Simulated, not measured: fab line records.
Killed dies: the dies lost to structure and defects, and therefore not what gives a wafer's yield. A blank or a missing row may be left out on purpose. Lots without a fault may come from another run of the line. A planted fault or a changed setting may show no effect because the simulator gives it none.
fab line records	flow sky130
[record] lots = 11	wafers = 33	last-day = 50
route steps=708 shown CAPM@551 METAL3@565 VIA3@581 PAD_OPEN@708
lots that met no fault: taken from a fault-free run of the same line
start-h: the number of hours between the record's first day and the start of the first shown wafer of the lot	wait-h: time in hours since the lot's previous step	" identical to the entry in the row above	L1.1+2: several wafers, shown together as one row	- no value present, or no start provided	* or withheld: withheld	< > ~ a bound
route shown NAME@n: NAME is a module with steps in the file, n the number in the route of the first one	usual: mean/standard deviation of fault-free wafers	same: alike in all rows	chamber/n: place in a boat	sites: the reading at each site	_std_site: their standard deviation	_edge_site: mean of outer sites minus mean of inner sites	radius-mm: for every site, how far away it sits from the centre of the wafer	mask NAME#n: copy n	behind: tool/chamber where the wafer was last shaped	hold: cause of the lot's hold/its duration in hours/its outcome	device: whichever transistor did not switch (one of n, p or np)	end of line: the same wafers' tests at the end of the route	step lacking rows: just its recipe	killed: the dies lost at the first sort to structure and to defects; this is not the yield of the wafer	map: the dies of a wafer, with x for killed, . for not killed, _ for no die there
set.NAME: the setting as run; set.NAME@STEP: as run at that earlier step	model.NAME: the simulator's own value behind a step, which no gauge read
a sample of lots followed through the steps of the route, with each step as a table and each wafer as a row
services: when a tool's chamber went out of use (start-h, in hours from the record's first day, below 0 if earlier), for how many hours, and the reason
[[steps]]
[step SKY_CAPM_STRIP_14]
[recipe] chemistry = O2/N2	power-w = 1400	pressure-mtorr = 1500	platen-temp-c = withheld	o2-flow-sccm = 3087	n2-flow-sccm = 300	overash-fraction = 0.5
[usual] drypump-motor-current-A = 5.4/0.44	oes-product-au = 0.711/0.0046	strip-time-to-endpoint-s = 12.63/0.035
lot.wafer	tool	chamber	start-h	wait-h	drypump-motor-current-A	oes-product-au	rf-hours-counter-h	strip-time-to-endpoint-s
L429.1	plasma-asher-02	0	880.90	0.1	5.6	0.708	78	12.67
L429.3	"	0	"	"	5.6	0.707	-	12.73
L429.6	"	1	"	"	5.3	0.713	-	12.65
L432.1	plasma-asher-02	1	899.00	0.1	5.3	0.712	80	12.56
L432.4	"	0	"	"	5.6	0.714	-	12.56
L432.5	"	1	"	"	5.3	0.712	-	12.61
L434.3	plasma-asher-04	1	929.02	0.1	4.9	0.700	-	12.66
L434.4	"	0	"	"	6.0	0.710	-	12.66
L434.6	"	0	"	"	6.0	0.712	-	12.65
L436.3	plasma-asher-02	0	929.13	0.1	5.6	0.717	-	12.63
L436.4	"	1	"	"	5.3	0.703	-	12.63
L436.6	"	0	"	"	5.7	0.709	-	12.64
L438.2	plasma-asher-02	1	943.64	0.1	5.3	0.713	85	12.61
L438.5	"	1	"	"	5.3	0.717	-	12.61
L438.6	"	0	"	"	5.6	0.711	-	12.62
L440.1	plasma-asher-03	1	957.22	0.1	5.9	0.711	113	12.61
L440.5	"	0	"	"	4.9	0.712	-	12.64
L440.6	"	1	"	"	5.9	0.718	-	12.59
L441.1	plasma-asher-04	1	964.30	0.1	4.9	0.715	23	12.70
L441.2	"	0	"	"	6.0	0.709	23	12.68
L441.6	"	0	"	"	6.0	0.713	-	12.68
L443.2	plasma-asher-04	1	980.15	0.1	4.9	0.711	25	12.65
L443.3	"	0	"	"	6.0	0.715	-	12.65
L443.5	"	0	"	"	6.0	0.711	-	12.65
L449.1	plasma-asher-03	0	1018.93	0.1	4.9	0.710	119	12.70
L449.5	"	0	"	"	4.9	0.708	-	12.64
L449.6	"	1	"	"	5.9	0.706	-	12.66
L451.1	plasma-asher-04	0	1030.02	0.1	6.0	0.718	29	12.63
L451.3	"	1	"	"	4.9	0.709	-	12.60
L451.4	"	0	"	"	6.0	0.715	-	12.59
L452.1	plasma-asher-04	0	1034.54	0.1	6.0	0.707	30	12.63
L452.3	"	0	"	"	6.0	0.703	-	12.65
L452.5	"	1	"	"	4.9	0.710	-	12.69
[step SKY_METAL3_DESCUM_15]
[recipe] chemistry = O2	source-power-w = 150	bias-power-w = 0	pressure-mtorr = 10	temp-c = 40	time-s = 8
[usual] drypump-motor-current-A = 5.5/0.61	he-backside-leak-sccm = 3.38/0.14	oes-product-au = 1.000/0.0069
[same] bias-power-w = 0
lot.wafer	tool	chamber	start-h	wait-h	drypump-motor-current-A	he-backside-leak-sccm	oes-product-au	rf-hours-counter-h
L429.1	rie-metal-03	1	907.41	0.0	5.1	3.39	0.992	15
L429.3	"	1	"	"	5.1	3.43	0.991	-
L429.6	"	0	"	"	5.8	3.41	0.995	-
L432.1	rie-metal-04	1	924.79	0.0	4.7	3.43	1.006	2
L432.4	"	0	"	"	6.5	3.13	0.997	-
L432.5	"	0	"	"	6.5	3.25	1.001	-
L434.3	rie-metal-03	1	953.75	0.0	5.1	3.31	1.008	-
L434.4	"	0	"	"	5.8	3.28	0.999	-
L434.6	"	0	"	"	5.8	3.15	0.986	-
L436.3	rie-metal-03	0	954.03	0.0	5.8	3.41	0.984	-
L436.4	"	1	"	"	5.1	3.31	1.006	-
L436.6	"	0	"	"	5.8	3.35	0.995	-
L438.2	rie-metal-04	0	968.17	0.0	6.4	3.31	0.998	18
L438.5	"	1	"	"	4.7	3.18	1.001	-
L438.6	"	0	"	"	6.4	3.37	0.997	-
L440.1	rie-metal-01	0	982.41	0.0	5.2	3.60	1.004	15
L440.5	"	0	"	"	5.2	3.59	1.003	-
L440.6	"	1	"	"	6.1	3.30	1.002	-
L441.1	rie-metal-04	0	988.76	0.0	6.5	3.52	0.996	19
L441.2	"	1	"	"	4.7	3.37	0.986	5
L441.6	"	1	"	"	4.7	3.33	0.996	-
L443.2	rie-metal-03	0	1005.11	0.0	5.8	3.26	0.995	-
L443.3	"	0	"	"	5.8	3.19	0.999	-
L443.5	"	0	"	"	5.8	3.29	0.997	-
L449.1	rie-metal-03	1	1041.69	0.0	5.1	3.34	1.001	1
L449.5	"	1	"	"	5.1	3.38	0.998	-
L449.6	"	0	"	"	5.8	3.40	0.984	-
L451.1	rie-metal-03	1	1052.47	0.0	5.1	3.32	0.998	2
L451.3	"	1	"	"	5.1	3.24	1.002	-
L451.4	"	0	"	"	5.8	3.39	1.004	-
L452.1	rie-metal-01	1	1056.16	0.0	6.0	3.47	1.004	12
L452.3	"	1	"	"	6.1	3.49	1.002	-
L452.5	"	0	"	"	5.2	3.64	1.014	-
[step SKY_VIA3_SOFTBAKE_08]
[recipe] temp-c = 98.81	time-s = 90	resist = KrF-thick
[usual] heater-power-total-W = 56.41/0.11	run-length-s = 119.28/0.24
lot.wafer	tool	chamber	start-h	wait-h	heater-power-total-W	run-length-s
L429.1	litho-track-03	0	922	-	56.55	119.14
L429.3	"	0	"	"	56.46	119.15
L429.6	"	0	"	"	56.32	119.29
L432.1	litho-track-04	0	937	-	56.54	119.42
L432.4	"	0	"	"	56.25	119.39
L432.5	"	0	"	"	56.47	119.58
L434.3	litho-track-01	0	967	-	56.31	118.94
L434.4	"	0	"	"	56.39	119.13
L434.6	"	0	"	"	56.29	118.93
L436.3	litho-track-01	0	968	-	56.58	119.14
L436.4	"	0	"	"	56.34	118.95
L436.6	"	0	"	"	56.37	119.22
L438.2	litho-track-03	0	981	-	56.37	119.24
L438.5	"	0	"	"	56.31	119.34
L438.6	"	0	"	"	56.45	119.10
L440.1	litho-track-03	0	996	-	56.34	119.23
L440.5	"	0	"	"	56.26	119.59
L440.6	"	0	"	"	56.40	119.10
L441.1	litho-track-03	0	1002	-	56.34	119.16
L441.2	"	0	"	"	56.50	119.24
L441.6	"	0	"	"	56.24	119.32
L443.2	litho-track-04	0	1019	-	56.61	119.38
L443.3	"	0	"	"	56.48	119.69
L443.5	"	0	"	"	56.35	119.49
L449.1	litho-track-03	0	1053	-	60.30	102.02
L449.5	"	0	"	"	60.26	102.08
L449.6	"	0	1054	-	60.49	102.09
L451.1	litho-track-04	0	1064	-	56.34	119.66
L451.3	"	0	"	"	56.42	119.39
L451.4	"	0	"	"	56.51	119.44
L452.1	litho-track-03	0	1070	-	60.26	102.00
L452.3	"	0	"	"	60.48	102.02
L452.5	"	0	"	"	60.42	101.95
[step SKY_VIA3_STRIP_16]
[recipe] chemistry = O2/N2	power-w = 1400	pressure-mtorr = 1500	platen-temp-c = withheld	o2-flow-sccm = 3000	n2-flow-sccm = 300	overash-fraction = 0.5
[usual] drypump-motor-current-A = 5.8/0.61	oes-product-au = 0.402/0.0045	strip-time-to-endpoint-s = 4.132/0.022
lot.wafer	tool	chamber	start-h	wait-h	drypump-motor-current-A	oes-product-au	rf-hours-counter-h	strip-time-to-endpoint-s
L429.1	plasma-asher-01	0	934.53	0.0	6.5	0.404	47	4.128
L429.3	"	0	"	"	6.5	0.399	-	4.151
L429.6	"	1	"	"	6.0	0.406	-	4.127
L432.1	plasma-asher-04	0	950.77	0.0	6.0	0.398	22	4.119
L432.4	"	0	"	"	6.0	0.409	-	4.175
L432.5	"	0	"	"	6.0	0.402	-	4.156
L434.3	plasma-asher-04	0	979.54	0.1	6.0	0.404	-	4.147
L434.4	"	1	"	"	4.9	0.397	-	4.146
L434.6	"	0	"	"	6.0	0.402	-	4.151
L436.3	plasma-asher-03	1	979.89	0.1	5.9	0.404	-	4.109
L436.4	"	0	"	"	4.9	0.403	-	4.153
L436.6	"	0	"	"	4.9	0.402	-	4.087
L438.2	plasma-asher-01	1	993.47	0.0	6.1	0.400	53	4.131
L438.5	"	1	"	"	6.1	0.405	-	4.150
L438.6	"	0	"	"	6.5	0.397	-	4.137
L440.1	plasma-asher-04	1	1007.08	0.0	4.9	0.397	27	4.126
L440.5	"	1	"	"	4.9	0.402	-	4.158
L440.6	"	0	"	"	6.0	0.404	-	4.115
L441.1	plasma-asher-01	1	1012.91	0.0	6.1	0.415	55	4.126
L441.2	"	0	"	"	6.5	0.404	55	4.111
L441.6	"	0	"	"	6.5	0.398	-	4.099
L443.2	plasma-asher-01	0	1030.26	0.0	6.5	0.398	57	4.133
L443.3	"	1	"	"	6.1	0.397	-	4.119
L443.5	"	0	"	"	6.5	0.403	-	4.121
L449.1	plasma-asher-03	1	1064.91	0.0	5.9	0.401	0	4.158
L449.5	"	0	"	"	4.9	0.399	-	4.137
L449.6	"	1	"	"	5.9	0.411	-	4.161
L451.1	plasma-asher-03	0	1075.87	0.0	4.9	0.398	1	4.124
L451.3	"	0	"	"	4.9	0.406	-	4.123
L451.4	"	1	"	"	5.9	0.406	-	4.095
L452.1	plasma-asher-01	0	1079.88	0.0	6.5	0.404	62	4.125
L452.3	"	1	"	"	6.1	0.400	-	4.131
L452.5	"	1	"	"	6.0	0.398	-	4.133
[step SKY_PAD_OPEN_PROBE_99]
[usual] defect-limited-yield = 82.4/2.2	killed_at_M0_to_M3 = 44/6.8	killed_at_M4_up = 3.1/1.9	killed-at-contacts = 25/5.9	killed-at-front-end = 15/4.3	killed-at-other = 0.2/0.51	killed-dies = 87/11	killed-open = 47/7.9	killed-short = 39/6.4	sort_bin_3_pad_short = 0.9/0.44	sort_bin_5_function = 10.3/1.5	sort_bin_6_memory = 6.4/1.4	sort-n-pass = 405/11	sort-yield-pct = 82.4/2.2
[same] gross-dies = 492	killed-at-back-side = 0	sort_bin_4_leakage[%] = 0	sort_bin_8_speed[%] = 0
lot.wafer	tool	chamber	start-h	wait-h	defect-limited-yield[%]	killed_at_M0_to_M3	killed_at_M4_up	killed-at-contacts	killed-at-front-end	killed-at-other	killed-dies	killed-open	killed-short	sort_bin_3_pad_short[%]	sort_bin_5_function[%]	sort_bin_6_memory[%]	sort-n-pass	sort-yield-pct[%]
L429.1	prober-02	-	1081.33	0.1	80.5	52	1	19	24	0	96	47	49	1.6	13.0	4.9	396	80.5
L429.3	prober-02	-	1081.43	0.2	81.7	37	5	28	20	0	90	51	39	1.4	10.6	6.3	402	81.7
L429.6	prober-02	-	1081.58	0.2	81.9	50	2	21	13	3	89	50	39	0.4	10.8	6.9	403	81.9
L432.1	prober-02	-	1096.65	0.1	76.6	68	2	29	16	0	115	67	48	1.0	13.0	9.3	377	76.6
L432.4	prober-02	-	1096.80	0.2	85.0	35	7	17	15	0	74	33	41	0.8	9.1	5.1	418	85.0
L432.5	prober-02	-	1096.85	0.2	83.1	38	4	26	15	0	83	47	36	0.6	11.4	4.9	409	83.1
L436.3	prober-02	-	1120.44	0.2	82.1	38	2	33	15	0	88	48	40	0.6	10.2	7.1	404	82.1
L436.4	prober-02	-	1120.49	0.2	82.5	40	2	30	13	1	86	39	47	1.6	8.3	7.5	406	82.5
L436.6	prober-02	-	1120.59	0.2	83.1	40	2	24	17	0	83	48	35	0.8	10.6	5.5	409	83.1
L434.3	prober-01	-	1121.37	0.2	80.1	52	3	29	14	0	98	51	47	0.6	12.6	6.7	394	80.1
L434.4	prober-01	-	1121.42	0.2	82.5	38	3	28	17	0	86	53	33	1.4	10.8	5.3	406	82.5
L434.6	prober-01	-	1121.52	0.2	84.1	40	5	22	11	0	78	44	34	0.2	8.9	6.7	414	84.1
L438.2	prober-02	-	1128.40	0.1	85.4	38	1	19	14	0	72	34	38	0.8	7.7	6.1	420	85.4
L438.5	prober-02	-	1128.55	0.2	83.3	52	3	16	11	0	82	47	35	0.2	10.2	6.3	410	83.3
L438.6	prober-02	-	1128.60	0.2	83.3	50	1	20	11	0	82	54	28	0.6	8.7	7.3	410	83.3
L440.1	prober-02	-	1141.59	0.1	82.3	45	2	24	16	0	87	47	40	0.4	11.2	6.1	405	82.3
L440.5	prober-02	-	1141.79	0.2	81.9	48	1	22	18	0	89	50	39	0.4	8.7	8.9	403	81.9
L440.6	prober-02	-	1141.84	0.2	81.9	45	2	30	12	0	89	46	43	1.2	10.8	6.1	403	81.9
L441.1	prober-01	-	1145.04	0.1	84.1	38	2	27	11	0	78	43	35	0.6	11.2	4.1	414	84.1
L441.2	prober-01	-	1145.09	0.1	88.4	30	6	12	9	0	57	26	31	0.6	7.3	3.7	435	88.4
L441.6	prober-01	-	1145.29	0.2	81.1	46	5	30	11	1	93	47	46	0.8	9.8	8.3	399	81.1
L443.2	prober-01	-	1160.99	0.1	82.3	43	4	24	16	0	87	45	42	0.8	10.6	6.3	405	82.3
L443.3	prober-01	-	1161.04	0.2	85.2	31	4	28	9	1	73	29	44	0.8	9.6	4.5	419	85.2
L443.5	prober-01	-	1161.14	0.2	84.3	44	3	19	11	0	77	33	44	1.8	8.5	5.3	415	84.3
L449.1	prober-02	-	1185.27	0.1	83.9	39	4	24	12	0	79	43	36	0.8	8.7	6.5	413	83.9
L449.5	prober-02	-	1185.47	0.2	82.3	47	1	28	11	0	87	54	33	1.0	11.0	5.7	405	82.3
L449.6	prober-02	-	1185.52	0.2	83.3	42	5	26	9	0	82	53	29	0.4	8.5	7.7	410	83.3
L451.1	prober-01	-	1196.48	0.1	83.3	39	4	22	17	0	82	39	43	0.8	10.6	5.3	410	83.3
L451.3	prober-01	-	1196.58	0.2	81.7	44	7	19	20	0	90	51	39	0.4	11.0	6.9	402	81.7
L451.4	prober-01	-	1196.63	0.2	84.6	40	0	23	13	0	76	40	36	0.6	9.8	5.1	416	84.6
L452.1	prober-02	-	1200.54	0.1	77.2	61	3	35	13	0	112	67	45	0.8	13.8	8.1	380	77.2
L452.3	prober-02	-	1200.64	0.2	80.9	52	1	23	18	0	94	56	38	1.2	10.2	7.7	398	80.9
L452.5	prober-02	-	1200.74	0.2	82.5	49	4	19	14	0	86	48	38	1.2	8.9	7.3	406	82.5
// killed by level:class
L429.1 VIA1:geometric-particle:open=12 FIELD_ISO:geometric-particle:short=9 METAL1:geometric-particle:short=9 CONTACT:geometric-particle:open=8 VIA2:geometric-particle:open=8 FIELD_ISO:geometric-particle:open=7 LI_CONTACT:geometric-particle:open=6 VIA1:geometric-particle:short=6
L429.3 CONTACT:geometric-particle:open=9 VIA1:geometric-particle:open=8 LI_CONTACT:geometric-particle:open=7 FIELD_ISO:geometric-particle:short=5 POLY_GATE:geometric-particle:open=5 LI_CONTACT:geometric-particle:short=5 VIA2:geometric-particle:open=5 METAL1:geometric-particle:short=5
L429.6 VIA1:geometric-particle:open=15 CONTACT:geometric-particle:open=9 METAL1:geometric-particle:short=7 VIA1:geometric-particle:short=7 FIELD_ISO:geometric-particle:short=6 VIA2:geometric-particle:open=6 LI_CONTACT:geometric-particle:open=6 VIA3:geometric-particle:open=5
L432.1 VIA1:geometric-particle:open=15 CONTACT:geometric-particle:open=14 VIA3:geometric-particle:open=12 CONTACT:geometric-particle:short=9 METAL2:geometric-particle:short=9 METAL1:geometric-particle:short=7 VIA2:geometric-particle:open=7 FIELD_ISO:geometric-particle:open=5
L432.4 VIA1:geometric-particle:open=9 FIELD_ISO:geometric-particle:short=6 CONTACT:geometric-particle:open=6 METAL1:geometric-particle:short=6 METAL2:geometric-particle:short=5 VIA3:geometric-particle:open=5 LOCAL_INTERCONNECT:geometric-particle:short=4 POLY_GATE:geometric-particle:short=3
L432.5 VIA1:geometric-particle:open=10 CONTACT:geometric-particle:open=8 VIA2:geometric-particle:open=8 LI_CONTACT:geometric-particle:open=5 POLY_GATE:geometric-particle:short=4 LI_CONTACT:geometric-particle:short=4 LOCAL_INTERCONNECT:geometric-particle:short=4 CONTACT:geometric-particle:short=4
L436.3 CONTACT:geometric-particle:open=11 VIA1:geometric-particle:open=10 LOCAL_INTERCONNECT:geometric-particle:short=9 LI_CONTACT:geometric-particle:open=8 FIELD_ISO:geometric-particle:open=5 CONTACT:geometric-particle:short=5 METAL1:geometric-particle:short=5 VIA1:geometric-particle:short=5
L436.4 VIA1:geometric-particle:open=13 LI_CONTACT:geometric-particle:open=8 CONTACT:geometric-particle:short=6 FIELD_ISO:geometric-particle:short=5 VIA2:geometric-particle:short=5 LI_CONTACT:geometric-particle:short=5 LOCAL_INTERCONNECT:geometric-particle:short=5 METAL2:geometric-particle:short=4
L436.6 CONTACT:geometric-particle:open=12 FIELD_ISO:geometric-particle:open=7 LI_CONTACT:geometric-particle:open=6 METAL1:geometric-particle:short=6 VIA1:geometric-particle:open=6 VIA3:geometric-particle:open=6 METAL2:geometric-particle:short=5 VIA2:geometric-particle:open=5
L434.3 CONTACT:geometric-particle:open=12 VIA1:geometric-particle:open=12 VIA2:geometric-particle:open=9 VIA1:geometric-particle:short=8 METAL1:geometric-particle:short=6 CONTACT:geometric-particle:short=5 METAL2:geometric-particle:short=5 VIA3:geometric-particle:short=5
L434.4 CONTACT:geometric-particle:open=11 VIA1:geometric-particle:open=11 LI_CONTACT:geometric-particle:open=8 METAL2:geometric-particle:short=7 VIA3:geometric-particle:open=7 FIELD_ISO:geometric-particle:short=6 CONTACT:geometric-particle:short=5 VIA2:geometric-particle:open=4
L434.6 CONTACT:geometric-particle:open=13 VIA1:geometric-particle:open=8 METAL1:geometric-particle:short=6 POLY_GATE:geometric-particle:open=6 VIA3:geometric-particle:short=6 VIA2:geometric-particle:open=4 VIA3:geometric-particle:open=4 VIA1:geometric-particle:short=4
L438.2 VIA2:geometric-particle:open=8 CONTACT:geometric-particle:open=7 METAL1:geometric-particle:short=7 VIA1:geometric-particle:short=6 POLY_GATE:geometric-particle:open=5 POLY_GATE:geometric-particle:short=5 CONTACT:geometric-particle:short=5 VIA1:geometric-particle:open=5
L438.5 VIA1:geometric-particle:open=14 VIA2:geometric-particle:open=10 LI_CONTACT:geometric-particle:open=5 CONTACT:geometric-particle:open=5 CONTACT:geometric-particle:short=5 METAL2:geometric-particle:short=5 METAL1:geometric-particle:short=4 VIA1:geometric-particle:short=4
L438.6 VIA1:geometric-particle:open=14 VIA2:geometric-particle:open=10 CONTACT:geometric-particle:open=9 METAL1:geometric-particle:short=8 LI_CONTACT:geometric-particle:open=7 VIA3:geometric-particle:open=6 FIELD_ISO:geometric-particle:open=4 VIA2:geometric-particle:short=4
L440.1 CONTACT:geometric-particle:open=12 METAL1:geometric-particle:short=7 METAL2:geometric-particle:short=7 CONTACT:geometric-particle:short=6 VIA3:geometric-particle:open=6 FIELD_ISO:geometric-particle:open=5 VIA1:geometric-particle:open=5 METAL2:geometric-particle:open=5
L440.5 VIA1:geometric-particle:open=12 CONTACT:geometric-particle:open=10 POLY_GATE:geometric-particle:open=8 VIA2:geometric-particle:open=8 METAL1:geometric-particle:short=7 LI_CONTACT:geometric-particle:open=5 METAL2:geometric-particle:short=5 VIA3:geometric-particle:short=5
L440.6 VIA1:geometric-particle:open=16 CONTACT:geometric-particle:open=10 LOCAL_INTERCONNECT:geometric-particle:short=8 VIA1:geometric-particle:short=8 LI_CONTACT:geometric-particle:open=5 FIELD_ISO:geometric-particle:short=4 CONTACT:geometric-particle:short=4 METAL2:geometric-particle:short=4
L441.1 LI_CONTACT:geometric-particle:open=15 VIA3:geometric-particle:open=8 VIA2:geometric-particle:open=5 METAL1:geometric-particle:short=5 CONTACT:geometric-particle:open=5 METAL2:geometric-particle:short=4 METAL3:geometric-particle:short=4 POLY_GATE:geometric-particle:short=3
L441.2 VIA1:geometric-particle:open=6 VIA2:geometric-particle:short=6 VIA2:geometric-particle:open=5 LI_CONTACT:geometric-particle:open=5 METAL4:geometric-particle:short=4 FIELD_ISO:geometric-particle:short=3 SPACER:geometric-particle:short=3 LOCAL_INTERCONNECT:geometric-particle:short=3
L441.6 CONTACT:geometric-particle:open=8 VIA3:geometric-particle:open=8 LI_CONTACT:geometric-particle:open=7 VIA1:geometric-particle:open=7 CONTACT:geometric-particle:short=6 METAL1:geometric-particle:short=6 LI_CONTACT:geometric-particle:short=5 VIA2:geometric-particle:open=5
L443.2 VIA1:geometric-particle:open=10 METAL2:geometric-particle:short=8 VIA3:geometric-particle:open=8 LI_CONTACT:geometric-particle:open=7 LOCAL_INTERCONNECT:geometric-particle:short=6 METAL3:geometric-particle:short=6 FIELD_ISO:geometric-particle:open=5 VIA2:geometric-particle:open=5
L443.3 LOCAL_INTERCONNECT:geometric-particle:short=8 VIA3:geometric-particle:open=6 CONTACT:geometric-particle:open=6 CONTACT:geometric-particle:short=6 VIA1:geometric-particle:open=6 LI_CONTACT:geometric-particle:short=5 VIA3:geometric-particle:short=5 LI_CONTACT:geometric-particle:open=3
L443.5 VIA3:geometric-particle:open=11 VIA1:geometric-particle:short=8 LI_CONTACT:geometric-particle:open=6 METAL3:geometric-particle:short=6 VIA3:geometric-particle:short=5 LOCAL_INTERCONNECT:geometric-particle:short=4 CONTACT:geometric-particle:open=4 METAL1:geometric-particle:short=4
L449.1 VIA1:geometric-particle:open=11 CONTACT:geometric-particle:open=10 VIA1:geometric-particle:short=8 METAL1:geometric-particle:short=7 LOCAL_INTERCONNECT:geometric-particle:short=5 VIA2:geometric-particle:open=4 FIELD_ISO:geometric-particle:open=3 POLY_GATE:geometric-particle:open=3
L449.5 CONTACT:geometric-particle:open=13 VIA2:geometric-particle:open=11 VIA1:geometric-particle:open=11 LI_CONTACT:geometric-particle:open=7 VIA3:geometric-particle:open=6 METAL1:geometric-particle:short=5 LI_CONTACT:geometric-particle:short=4 METAL2:geometric-particle:short=4
L449.6 VIA1:geometric-particle:open=14 CONTACT:geometric-particle:open=13 VIA3:geometric-particle:open=7 LI_CONTACT:geometric-particle:open=6 FIELD_ISO:geometric-particle:open=4 VIA1:geometric-particle:short=4 VIA2:geometric-particle:open=4 LI_CONTACT:geometric-particle:short=3
L451.1 CONTACT:geometric-particle:open=11 FIELD_ISO:geometric-particle:short=5 VIA2:geometric-particle:open=5 POLY_GATE:geometric-particle:short=5 METAL1:geometric-particle:short=5 VIA1:geometric-particle:open=5 VIA1:geometric-particle:short=4 LI_CONTACT:geometric-particle:open=4
L451.3 VIA1:geometric-particle:open=11 VIA1:geometric-particle:short=8 FIELD_ISO:geometric-particle:open=6 VIA3:geometric-particle:open=6 POLY_GATE:geometric-particle:open=5 LI_CONTACT:geometric-particle:open=5 CONTACT:geometric-particle:short=5 POLY_GATE:geometric-particle:short=4
L451.4 CONTACT:geometric-particle:open=10 METAL2:geometric-particle:short=8 VIA3:geometric-particle:open=7 METAL1:geometric-particle:short=6 VIA3:geometric-particle:short=6 VIA1:geometric-particle:open=5 VIA2:geometric-particle:open=4 LI_CONTACT:geometric-particle:open=4
L452.1 CONTACT:geometric-particle:open=13 VIA2:geometric-particle:open=12 METAL1:geometric-particle:short=10 VIA1:geometric-particle:open=10 VIA3:geometric-particle:open=10 CONTACT:geometric-particle:short=9 VIA1:geometric-particle:short=7 POLY_GATE:geometric-particle:open=6
L452.3 VIA1:geometric-particle:open=16 VIA2:geometric-particle:open=10 LI_CONTACT:geometric-particle:open=9 VIA1:geometric-particle:short=8 METAL2:geometric-particle:short=7 FIELD_ISO:geometric-particle:open=6 CONTACT:geometric-particle:open=6 POLY_GATE:geometric-particle:short=4
L452.5 VIA2:geometric-particle:open=12 CONTACT:geometric-particle:open=9 VIA1:geometric-particle:short=7 VIA3:geometric-particle:open=6 FIELD_ISO:geometric-particle:short=5 METAL1:geometric-particle:short=5 VIA1:geometric-particle:open=5 FIELD_ISO:geometric-particle:open=4
[[services]]
tool	chamber	start-h	hours	kind
rie-metal-04	1	864.63	-	clean
rie-metal-04	1	864.63	12.5	scheduled-down
rie-metal-04	1	864.63	12.5	vent-cycle
plasma-asher-01	-	884.35	15.6	pm
plasma-asher-02	-	895.24	0.4	repair
rie-metal-04	-	917.49	1.2	repair
plasma-asher-03	-	955.61	1.4	repair
plasma-asher-03	-	967.38	0.8	repair
rie-metal-03	-	998.81	0.8	repair
rie-metal-04	0	1002.37	-	clean
rie-metal-04	0	1002.37	22.9	scheduled-down
rie-metal-03	1	1002.55	-	clean
rie-metal-03	1	1002.55	17.7	scheduled-down
rie-metal-03	1	1002.55	17.7	vent-cycle
rie-metal-01	-	1007.61	0.8	repair
rie-metal-01	-	1039.83	1.0	repair
plasma-asher-04	-	1040.36	2.8	pm
plasma-asher-03	-	1055.25	9.0	pm
plasma-asher-03	0	1055.25	9.0	vent-cycle
plasma-asher-03	1	1055.25	9.0	vent-cycle
plasma-asher-03	0	1064.25	-	clean
plasma-asher-03	1	1064.25	-	clean
plasma-asher-01	-	1075.31	0.6	repair
plasma-asher-02	-	1077.12	2.8	pm
[[key]]
[first-sign] step = SKY_VIA3_SOFTBAKE_08	reading = run-length-s	direction = down	sigmas = 73	usual = *	struck = *
[effect] step = SKY_VIA3_SOFTBAKE_08	reading = heater-power-total-W	direction = up	sigmas = 37	usual = *	struck = *
met-at SKY_VIA3_SOFTBAKE_08
struck-lots L449,L452
[loop-trim] step = SKY_VIA3_EXPOSE_09	setting = dose	lots = L452
not-acting-at SKY_CAPM_STRIP_14,SKY_METAL3_DESCUM_15,SKY_VIA3_STRIP_16
onset-between 1002 1053
[fault] kind = process-parameter-drift	tool = litho-track-03	chamber = -	onset-h = 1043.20	steps = SKY_VIA3_SOFTBAKE_08	channel = time-s	offset = *	shape = step	end-h = 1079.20	acts-in = *	stated = *
// loop-trim: a control loop set the setting to another value than it would have without faults
